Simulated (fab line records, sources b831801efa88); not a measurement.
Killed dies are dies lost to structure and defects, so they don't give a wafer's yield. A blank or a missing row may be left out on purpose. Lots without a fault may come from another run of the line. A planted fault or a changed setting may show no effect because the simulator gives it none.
Which tool did it? | flow gf180mcu | 14 lots, 42 wafers sampled, at 1 step of a route of 602

WHAT THE GAUGES READ, wafer by wafer
GF_V2_CD_MEAS_14: target cd 260 nm. Usual: cd_nm 260.4 nm, standard deviation 1.3.
lot  | measured     | on        | cd_nm (nm)        | flag
L773 | day 20 15:06 | cd_sem-02 | 260.4 260.5 259.5 |
L774 | day 21 03:23 | cd_sem-01 | 261.4 260.5 261.9 |
L775 | day 21 07:07 | cd_sem-01 | 262.5 262.9 262.7 |
L776 | day 21 18:20 | cd_sem-02 | 261.7 261.4 261.1 |
L778 | day 22 09:49 | cd_sem-01 | 259.2 260.7 259.2 |
L779 | day 22 16:37 | cd_sem-01 | 260.0 260.7 258.8 |
L780 | day 22 21:34 | cd_sem-02 | 260.1 261.3 261.1 |
L787 | day 25 10:16 | cd_sem-01 | 260.4 261.7 261.5 |
L789 | day 25 21:10 | cd_sem-02 | 261.0 262.0 261.0 |
L790 | day 26 06:31 | cd_sem-01 | 259.9 260.0 258.4 |
L792 | day 26 22:59 | cd_sem-02 | 260.5 259.6 259.8 |
L793 | day 27 02:47 | cd_sem-01 | 262.5 263.1 261.8 |
L794 | day 27 09:16 | cd_sem-01 | 259.7 261.0 260.3 |
L796 | day 28 00:05 | cd_sem-02 | 259.8 259.7 258.8 |

WHICH TOOL RAN EACH LOT (tool, then ch and the chambers of the sampled wafers, then the start)
The record holds no process step before these readings.

WHAT THE TOOLS THEMSELVES READ (means of the sampled wafers that have a number; where no wafer has one, the mark that the record gives instead)
The record holds no such reading with a usual standard deviation.

THE ANSWER, worked out from the rows above alone
Rule: a lot is off if the mean of its wafers that have a number lies more than 3 standard deviations from the usual mean. A lot without any number at a reading at which 4 lots or more have one is off too. The other lots that the step has rows for count as sound. The gauges are gone through in route order, then the tools' own readings, and for those a lot's mean is taken as printed above. The first step at which some lot is off is used, and at that step the reading that is off furthest; a lot without a number counts as furthest.
No lot is off at any reading shown: from this, nothing can be told.

WHAT THE SIMULATOR HAD PUT IN
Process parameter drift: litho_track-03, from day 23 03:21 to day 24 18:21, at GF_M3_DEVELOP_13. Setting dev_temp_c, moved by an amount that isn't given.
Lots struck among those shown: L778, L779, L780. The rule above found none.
